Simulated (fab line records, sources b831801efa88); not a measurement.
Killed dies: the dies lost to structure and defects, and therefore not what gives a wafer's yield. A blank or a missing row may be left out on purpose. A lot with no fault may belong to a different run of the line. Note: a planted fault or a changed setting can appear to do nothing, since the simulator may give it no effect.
A lot that was struck, set against a sound lot -- flow gf180mcu -- 44 out of 602 route steps
Sound: these wafers, L758.2, L758.3, L758.6. Struck: wafer L777.1. Last of all comes the cause.
At each step with rows: each side's tool, then ch and its chambers, then its first start. Under that, the readings that differ: sound wafers -- struck wafers -- difference of the means -- sigmas: that difference in standard deviations of wafers without a fault.
alike: words and numbers the same on both sides, and readings whose means are apart by under 2 such deviations; not compared: readings that were withheld, readings missing a value for some wafer, numbers with overlapping values and no deviation given by the record, and bounds like >300 which may hide the same value.
The two part at a step that has a row with sigmas, a row that says differs or no value, or rows on one side only. Numbers that have no deviation but don't overlap get no sigmas and don't part them. Lack of a reading on every wafer of one side parts them only where that side has two or more wafers.

first, 3 steps without rows for these wafers: GF_V2_STRIP_19 (strips in post etch residue remover, time 1200 s); GF_V2_CLEAN_20 (cleans in DIW); GF_V2_SPUTTER_21 (material Ti, target thk 15 nm, time 80.02 s).
GF_V2_SPUTTER_22: material TiN, target thk 10 nm, time 40 s.
  struck on pvd sputter-03, day 27 12:44; sound on pvd sputter-04, day 20 22:58
  alike: cathode dc power W, throttle valve pct
then, 1 step without rows for these wafers: GF_V2_CVD_23 (deposits W, target thk 350 nm, time 104.94 s).
GF_V2_RS_MEAS_24: a four-point-probe measurement.
  struck on film metro-04, day 27 12:53; sound on film metro-03, day 20 23:08
  alike: V2_W_RS
GF_V2_THK_MEAS_25: measures by xrf.
  struck on film metro-04, day 27 13:00; sound on film metro-03, day 20 23:15
  alike: V2_W_THK
GF_V2_CMP_26: polishes, stops on SiO2, t overpolish 15 s, target thk 0 nm.
  sound on cmp-02 ch 0,2,3, day 20 23:24; struck on cmp-01 ch 2, day 27 13:10
  alike: head pressure psi, motor current A, overpolish run s, slurry flow ml min, time to endpoint s
then, 3 steps without rows for these wafers: GF_M3_SPUTTER_00 (material Ti, target thk 37.5 nm, time 150 s); GF_M3_SPUTTER_01 (material TiN, target thk 30 nm, time 25 s); GF_M3_SPUTTER_02 (material AlCu, target thk 450 nm, time 23.9 s).
GF_M3_SPUTTER_03: material Ti, target thk 10 nm, time 6.7 s.
  struck on pvd sputter-01, day 27 13:31; sound on pvd sputter-01, day 20 23:47
reading,sound,struck,difference,sigmas
cathode dc power W (W),3000.6 3000.5 2999.9,2998.7,-1.6,-3
  alike: throttle valve pct
GF_M3_SPUTTER_04: material TiN, target thk 50 nm, time 41.7 s.
  struck on pvd sputter-01, day 27 13:32; sound on pvd sputter-01, day 20 23:48
reading,sound,struck,difference,sigmas
cathode dc power W (W),6497.4 6500.5 6499.5,8093.1,+1594.0,+99 or more
model.TiN_of_M3_SPUTTER_04.thk nm (nm),50.08 50.58 50.2,61.78,+11.49,
  alike: throttle valve pct
GF_M3_RS_MEAS_05: a four-point-probe measurement.
  struck on film metro-01, day 27 13:35; sound on film metro-02, day 20 23:52
  alike: M3_ALCU_RS
GF_M3_THK_MEAS_06: measures by xrf.
  struck on film metro-01, day 27 13:42; sound on film metro-02, day 20 23:58
reading,sound,struck,difference,sigmas
M3_ALCU_THK (nm),442 443 448,431,-13,-3
then, 7 steps without rows for these wafers: GF_M3_DEHYDRATE_07 (time 60 s); GF_M3_HMDS_08 (prime time 60 s); GF_M3_COAT_09 (resist thk 1000 nm); GF_M3_SOFTBAKE_10 (time 60 s); GF_M3_EXPOSE_11 (exposes mask Metal3, target cd 280 nm); GF_M3_PEB_12 (peb time 90 s); GF_M3_DEVELOP_13 (develop time 60 s).
GF_M3_CD_MEAS_14: target cd 280 nm.
  struck on cd sem-01, day 28 09:52; sound on cd sem-01, day 21 23:03
  alike: cd nm
GF_M3_OVL_MEAS_15:
  struck on overlay-01, day 28 09:59; sound on overlay-02, day 21 23:10
  alike: M3_OVL
then, 1 step without rows for these wafers: GF_M3_METAL_ETCH_16 (etches the open film in Cl2/BCl3, stops on SiO2, target depth 750.8 nm, time 125.1 s).
GF_M3_STRIP_17: strips in O2/N2.
  sound on plasma asher-04 ch 0, day 21 23:19; struck on plasma asher-02 ch 1, day 28 10:09
  alike: drypump motor current A, heater power w, oes product au, strip time to endpoint s
  not compared: rf hours counter h
then, 3 steps without rows for these wafers: GF_M3_STRIP_18 (strips in post etch residue remover, time 1200 s); GF_M3_CLEAN_19 (cleans in DIW); GF_V3_CVD_00 (deposits SiO2, target thk 600 nm, time 100 s).
GF_V3_THK_MEAS_01:
  struck on film metro-01, day 28 10:46; sound on film metro-01, day 21 23:56
  alike: V3_CVD_00_THK
then, 1 step without rows for these wafers: GF_V3_CVD_02 (deposits SiO2 from TEOS, target thk 850 nm, time 94.851 s).
GF_V3_THK_MEAS_03:
  struck on film metro-01, day 28 10:53; sound on film metro-02, day 22 00:07
  alike: V3_CVD_02_THK
GF_V3_CMP_04: polishes SiO2.
  sound on cmp-01 ch 0,1, day 22 00:13; struck on cmp-01 ch 1, day 28 11:10
reading,sound,struck,difference,sigmas
head pressure psi (psi),4.004 4.006 4.004,3.986,-0.019,-3
  alike: motor current A, slurry flow ml min, time to endpoint s
GF_V3_BOW_MEAS_05:
  struck on film metro-01, day 28 11:22; sound on film metro-01, day 22 00:29
  alike: V3_BOW
then, 8 steps without rows for these wafers: GF_V3_DEHYDRATE_06 (time 60 s); GF_V3_HMDS_07 (prime time 60 s); GF_V3_COAT_08; GF_V3_COAT_09 (resist thk 1000 nm); GF_V3_SOFTBAKE_10 (time 60 s); GF_V3_EXPOSE_11 (exposes mask Via3, target cd 260 nm); GF_V3_PEB_12 (peb time 90 s); GF_V3_DEVELOP_13 (develop time 60 s).
GF_V3_STRIP_19: strips in post etch residue remover, time 1200 s.
  sound on wet bench-01 ch 2, day 23 00:32; struck on wet bench-04 ch 3, day 29 07:23
reading,sound,struck,difference,sigmas
model.TiN_of_M3_SPUTTER_04.thk nm (nm),49.24 49.75 49.37,60.94,+11.49,
GF_PASSIVATION_PROBE_99:
  rows exist in the record for the sound wafers here (prober-01, day 29 13:08), none for the struck ones

== WHERE THEY PART ==
Last at GF_PASSIVATION_PROBE_99 as far as this record goes, first at GF_M3_SPUTTER_03.

WHY: what the simulator had put in
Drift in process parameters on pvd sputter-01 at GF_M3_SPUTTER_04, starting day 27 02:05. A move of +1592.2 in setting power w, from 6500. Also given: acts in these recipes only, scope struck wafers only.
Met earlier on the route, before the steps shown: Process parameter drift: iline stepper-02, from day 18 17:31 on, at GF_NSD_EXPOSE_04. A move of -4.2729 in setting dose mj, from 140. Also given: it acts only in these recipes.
